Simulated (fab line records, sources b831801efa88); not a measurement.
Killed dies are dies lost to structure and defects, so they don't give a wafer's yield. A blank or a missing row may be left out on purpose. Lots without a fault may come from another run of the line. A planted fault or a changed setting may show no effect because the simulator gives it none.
Chamber matching | flow sky130 | SKY_PAD_OPEN_ETCH_07 on rie_diel-01: 4 sister chambers
The step etches the open film in CF4/O2, stops on AlCu, target depth 725 nm, time 161.1 s. 16 wafers are shown with their chamber, then 8 later ones without.

WAFERS WITH THEIR CHAMBER
wafer  | chamber | drypump_motor_current_A (A) | oes_product_au (a.u.) | throttle_valve_pct (%)
L077.3 | 0       | 5.5                         | 0.968                 | 5.971
L077.5 | 3       | 5.6                         | 0.981                 | 5.963
L077.6 | 2       | 5.4                         | 0.976                 | 5.979
L080.2 | 2       | 5.4                         | 0.986                 | 5.955
L080.3 | 1       | 5.6                         | 0.967                 | 5.946
L080.6 | 0       | 5.6                         | 0.979                 | 5.944
L081.1 | 1       | 5.7                         | 0.966                 | 5.959
L081.2 | 0       | 5.6                         | 0.971                 | 5.962
L081.4 | 3       | 5.6                         | 0.982                 | 5.982
L083.2 | 1       | 5.7                         | 0.971                 | 5.952
L083.4 | 0       | 5.5                         | 0.977                 | 5.966
L083.6 | 2       | 5.4                         | 0.971                 | 5.963
L085.1 | 1       | 5.6                         | 0.979                 | 5.977
L085.5 | 1       | 5.7                         | 0.995                 | 5.969
L085.6 | 2       | 5.4                         | 0.988                 | 5.974
L092.1 | 2       | 5.4                         | 0.990                 | 5.964

SIGNATURES (means of the wafers above)
reading                 | chamber 0 | chamber 1 | chamber 2 | chamber 3 | scatter within a chamber
drypump_motor_current_A | 5.550     | 5.660     | 5.400     | 5.600     | 0.0428
oes_product_au          | 0.97375   | 0.97560   | 0.98220   | 0.98150   | 0.00879
throttle_valve_pct      | 5.96075   | 5.96060   | 5.96700   | 5.97250   | 0.0115
Rule: a wafer's distance from a chamber is the root of the sum, over the readings, of the square of ((its reading less the chamber's mean) divided by the reading's scatter). The wafer belongs to the nearest chamber; if the next one is less than 2 further off, it can't be placed. The scatter: the root of (the sum of the squares of (reading less its chamber's mean) over the shown wafers, divided by (wafers less chambers)).

WAFERS WITHOUT THEIR CHAMBER
wafer  | drypump_motor_current_A (A) | oes_product_au (a.u.) | throttle_valve_pct (%)
L092.5 | 5.7                         | 0.981                 | 5.958
L092.6 | 5.6                         | 0.980                 | 5.953
L095.2 | 5.6                         | 0.967                 | 5.966
L095.3 | 5.7                         | 0.977                 | 5.961
L095.5 | 5.6                         | 0.973                 | 5.963
L096.2 | 5.6                         | 0.971                 | 5.972
L096.3 | 5.4                         | 0.976                 | 5.950
L096.5 | 5.6                         | 0.978                 | 5.961

WHICH CHAMBER EACH WENT THROUGH
wafer  | from the rows above          | in truth
L092.5 | can't be placed: 1 or 3      | 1
L092.6 | can't be placed: 0 or 1 or 3 | 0
L095.2 | can't be placed: 0 or 3 or 1 | 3
L095.3 | can't be placed: 1 or 3      | 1
L095.5 | can't be placed: 0 or 3 or 1 | 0
L096.2 | can't be placed: 3 or 0 or 1 | 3
L096.3 | can't be placed: 2 or 0      | 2
L096.5 | can't be placed: 3 or 0 or 1 | 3
Placed correctly: 0 of 8. Can't be placed from these rows: 8 (the true chamber is among the candidates in 8). Placed wrongly: 0.
